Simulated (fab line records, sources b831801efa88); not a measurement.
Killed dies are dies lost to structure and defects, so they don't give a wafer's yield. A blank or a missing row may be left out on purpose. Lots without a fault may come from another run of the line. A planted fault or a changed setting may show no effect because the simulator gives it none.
Which tool did it? | flow gf180mcu | 12 lots, 36 wafers sampled, at 6 steps of a route of 602

WHAT THE GAUGES READ, wafer by wafer
GF_PSD_RS_MEAS_14: measures by four-point-probe. Usual: NSD_RS 46.60 ohm/sq, standard deviation 0.083.
lot  | measured     | on            | NSD_RS (ohm/sq)   | flag
L407 | day 14 14:40 | film_metro-01 | 46.53 46.66 46.57 |
L409 | day 15 02:03 | film_metro-01 | 46.50 46.52 46.63 |
L411 | day 15 22:56 | film_metro-04 | 46.62 46.73 46.59 |
L413 | day 16 14:21 | film_metro-04 | 46.70 46.72 46.73 |
L415 | day 17 09:47 | film_metro-04 | 46.60 46.64 46.65 |
L417 | day 18 06:28 | film_metro-04 | 46.69 46.65 46.77 |
L418 | day 18 15:17 | film_metro-04 | 46.59 46.72 46.55 |
L419 | day 18 21:04 | film_metro-01 | 46.54 46.57 46.45 |
L423 | day 20 03:25 | film_metro-02 | 46.68 46.67 46.77 |
L426 | day 21 07:53 | film_metro-04 | 39.85 39.79 39.81 | OFF
L428 | day 21 21:20 | film_metro-02 | 39.79 39.86 39.86 | OFF
L429 | day 22 02:32 | film_metro-04 | 39.89 39.92 39.94 | OFF

GF_PSD_RS_MEAS_15: measures by four-point-probe. Usual: PSD_RS 108.6 ohm/sq, standard deviation 0.3.
lot  | measured     | on            | PSD_RS (ohm/sq)   | flag
L407 | day 14 14:47 | film_metro-01 | 108.6 108.8 108.4 |
L409 | day 15 02:10 | film_metro-01 | 108.5 108.5 108.5 |
L411 | day 15 23:03 | film_metro-04 | 108.7 108.3 108.5 |
L413 | day 16 14:28 | film_metro-04 | 108.7 109.0 109.0 |
L415 | day 17 09:54 | film_metro-04 | 108.4 108.4 108.4 |
L417 | day 18 06:35 | film_metro-04 | 109.3 109.2 109.4 |
L418 | day 18 15:25 | film_metro-04 | 108.8 108.6 108.7 |
L419 | day 18 21:11 | film_metro-01 | 108.4 108.2 108.1 |
L423 | day 20 03:32 | film_metro-02 | 108.7 108.9 108.6 |
L426 | day 21 08:00 | film_metro-04 | 89.5 89.6 89.6    | OFF
L428 | day 21 21:28 | film_metro-02 | 89.5 89.6 89.5    | OFF
L429 | day 22 02:39 | film_metro-04 | 89.3 89.6 89.3    | OFF

GF_V1_BOW_MEAS_05. Usual: V1_BOW 83 um, standard deviation 7.7.
lot  | measured     | on            | V1_BOW (um) | flag
L407 | day 17 13:03 | film_metro-02 | 79 94 91    |
L409 | day 18 02:02 | film_metro-04 | 82 90 72    |
L411 | day 19 01:47 | film_metro-03 | 67 66 79    |
L413 | day 19 17:57 | film_metro-03 | 83 72 87    |
L415 | day 20 15:16 | film_metro-04 | 86 93 95    |
L417 | day 21 10:38 | film_metro-02 | 74 67 72    |
L418 | day 21 21:11 | film_metro-03 | 81 92 83    |
L419 | day 22 02:47 | film_metro-03 | 97 85 83    |
L423 | day 23 07:04 | film_metro-02 | 75 76 75    |
L426 | day 24 09:10 | film_metro-04 | 94 98 92    |
L428 | day 24 22:45 | film_metro-03 | 84 91 89    |
L429 | day 25 03:16 | film_metro-02 | 96 85 80    |

GF_V1_RS_MEAS_24: measures by four-point-probe. Usual: V1_W_RS 0.328 ohm/sq, standard deviation 0.0038.
lot  | measured     | on            | V1_W_RS (ohm/sq)  | flag
L407 | day 18 13:18 | film_metro-03 | 0.331 0.334 0.330 |
L409 | day 19 03:02 | film_metro-03 | 0.327 0.324 0.330 |
L411 | day 20 03:35 | film_metro-03 | 0.330 0.325 0.329 |
L413 | day 20 18:26 | film_metro-04 | 0.326 0.327 0.325 |
L415 | day 21 16:22 | film_metro-03 | 0.324 0.324 0.320 |
L417 | day 22 11:38 | film_metro-03 | 0.332 0.329 0.331 |
L418 | day 22 21:10 | film_metro-03 | 0.323 0.327 0.327 |
L419 | day 23 03:01 | film_metro-03 | 0.330 0.331 0.327 |
L423 | day 24 06:28 | film_metro-03 | 0.325 0.323 0.321 |
L426 | day 25 07:19 | film_metro-02 | 0.327 0.325 0.328 |
L428 | day 25 21:29 | film_metro-02 | 0.338 0.330 0.336 |
L429 | day 26 02:07 | film_metro-03 | 0.329 0.330 0.328 |

WHICH TOOL RAN EACH LOT (tool, then ch and the chambers of the sampled wafers, then the start)
lot  | GF_NWELL_STRIP_10                   | GF_PSD_RTA_13
L407 | plasma_asher-04 ch 0,1, day 3 16:16 | rtp_anneal-02 ch 0, day 14 14:31
L409 | plasma_asher-02 ch 0, day 3 23:53   | rtp_anneal-01 ch 0, day 15 01:55
L411 | plasma_asher-04 ch 0,1, day 4 10:51 | rtp_anneal-02 ch 0, day 15 22:50
L413 | plasma_asher-04 ch 0,1, day 4 21:28 | rtp_anneal-02 ch 0, day 16 14:16
L415 | plasma_asher-04 ch 0,1, day 5 07:21 | rtp_anneal-02 ch 0, day 17 09:41
L417 | plasma_asher-03 ch 0, day 5 22:38   | rtp_anneal-02 ch 0, day 18 06:23
L418 | plasma_asher-04 ch 0,1, day 6 02:59 | rtp_anneal-01 ch 0, day 18 15:12
L419 | plasma_asher-02 ch 0,1, day 6 07:31 | rtp_anneal-01 ch 0, day 18 20:59
L423 | plasma_asher-04 ch 1, day 7 04:28   | rtp_anneal-02 ch 0, day 20 03:19
L426 | plasma_asher-02 ch 0, day 7 22:25   | rtp_anneal-02 ch 0, day 21 07:47
L428 | plasma_asher-04 ch 0,1, day 8 06:41 | rtp_anneal-02 ch 0, day 21 21:15
L429 | plasma_asher-02 ch 0,1, day 8 12:44 | rtp_anneal-02 ch 0, day 22 02:26
- GF_NWELL_STRIP_10: strips in O2/N2.
- GF_PSD_RTA_13: time 20 s.

WHAT THE TOOLS THEMSELVES READ (means of the sampled wafers that have a number; where no wafer has one, the mark that the record gives instead)
GF_NWELL_STRIP_10. Usual: drypump_motor_current_A 5.75 A, standard deviation 0.25; heater_power_w 367 W, standard deviation 20; oes_product_au 0.723 a.u., standard deviation 0.0045; strip_time_to_endpoint_s 37.05 s, standard deviation 0.1.
lot  | tool            | drypump_motor_current_A (A) | heater_power_w (W) | oes_product_au (a.u.) | strip_time_to_endpoint_s (s) | flag
L407 | plasma_asher-04 | 5.68                        | 394                | 0.725                 | 37.14                        |
L409 | plasma_asher-02 | 5.41                        | 366                | 0.720                 | 37.08                        |
L411 | plasma_asher-04 | 5.64                        | 382                | 0.719                 | 37.08                        |
L413 | plasma_asher-04 | 5.66                        | 395                | 0.727                 | 37.02                        |
L415 | plasma_asher-04 | 5.68                        | 388                | 0.722                 | 37.12                        |
L417 | plasma_asher-03 | 5.58                        | 369                | 0.726                 | 36.93                        |
L418 | plasma_asher-04 | 5.63                        | 379                | 0.726                 | 37.10                        |
L419 | plasma_asher-02 | 5.87                        | 350                | 0.723                 | 37.05                        |
L423 | plasma_asher-04 | 5.60                        | 361                | 0.721                 | 37.19                        |
L426 | plasma_asher-02 | 5.41                        | 364                | 0.723                 | 36.88                        |
L428 | plasma_asher-04 | 5.63                        | 375                | 0.723                 | 37.04                        |
L429 | plasma_asher-02 | 5.62                        | 357                | 0.721                 | 36.86                        |

GF_PSD_RTA_13. Usual: lamp_power_pct 36.8 %, standard deviation 0.58; wafer_temp_C_max 1028.6, standard deviation 0.86.
lot  | tool          | lamp_power_pct (%) | wafer_temp_C_max | flag
L407 | rtp_anneal-02 | 36.5               | 1029.2           |
L409 | rtp_anneal-01 | 37.7               | 1028.2           |
L411 | rtp_anneal-02 | 36.5               | 1029.1           |
L413 | rtp_anneal-02 | 36.4               | 1027.1           |
L415 | rtp_anneal-02 | 36.5               | 1028.5           |
L417 | rtp_anneal-02 | 36.5               | 1028.2           |
L418 | rtp_anneal-01 | 37.8               | 1028.7           |
L419 | rtp_anneal-01 | 37.8               | 1028.9           |
L423 | rtp_anneal-02 | 36.5               | 1028.0           |
L426 | rtp_anneal-02 | 41.0               | 1074.2           | OFF
L428 | rtp_anneal-02 | 41.0               | 1074.0           | OFF
L429 | rtp_anneal-02 | 41.1               | 1074.3           | OFF

THE ANSWER, worked out from the rows above alone
Rule: a lot is off if the mean of its wafers that have a number lies more than 3 standard deviations from the usual mean. A lot without any number at a reading at which 4 lots or more have one is off too. The other lots that the step has rows for count as sound. The gauges are gone through in route order, then the tools' own readings, and for those a lot's mean is taken as printed above. The first step at which some lot is off is used, and at that step the reading that is off furthest; a lot without a number counts as furthest.
Off: L426, L428, L429, at GF_PSD_RS_MEAS_14 (NSD_RS).
A tool fits if, at a process step before that reading, it ran every lot that is off, and no sound lot after the first of them. The gauges at GF_PSD_RS_MEAS_14 aren't tried: what is off there is off at GF_PSD_RTA_13 too, on other tools, and a gauge's error can't cause that. One fits: rtp_anneal-02 at GF_PSD_RTA_13. Its last sound lot is L423 (day 20 03:19), its first lot that is off L426 (day 21 07:47): a fault that began between those two fits.
The tool's own readings at GF_PSD_RTA_13 bear it out: on the lots that are off they differ by more than 5 times the standard deviation of the sound lots' means. lamp_power_pct reads 41.0 % there against 36.9 % on the sound lots; wafer_temp_C_max reads 1074.2 there against 1028.4 on the sound lots.

WHAT THE SIMULATOR HAD PUT IN
Process parameter drift: rtp_anneal-02, from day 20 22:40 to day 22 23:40, at GF_PSD_RTA_13. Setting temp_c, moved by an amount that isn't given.
Lots struck among those shown: L426, L428, L429. The rule above found the same.
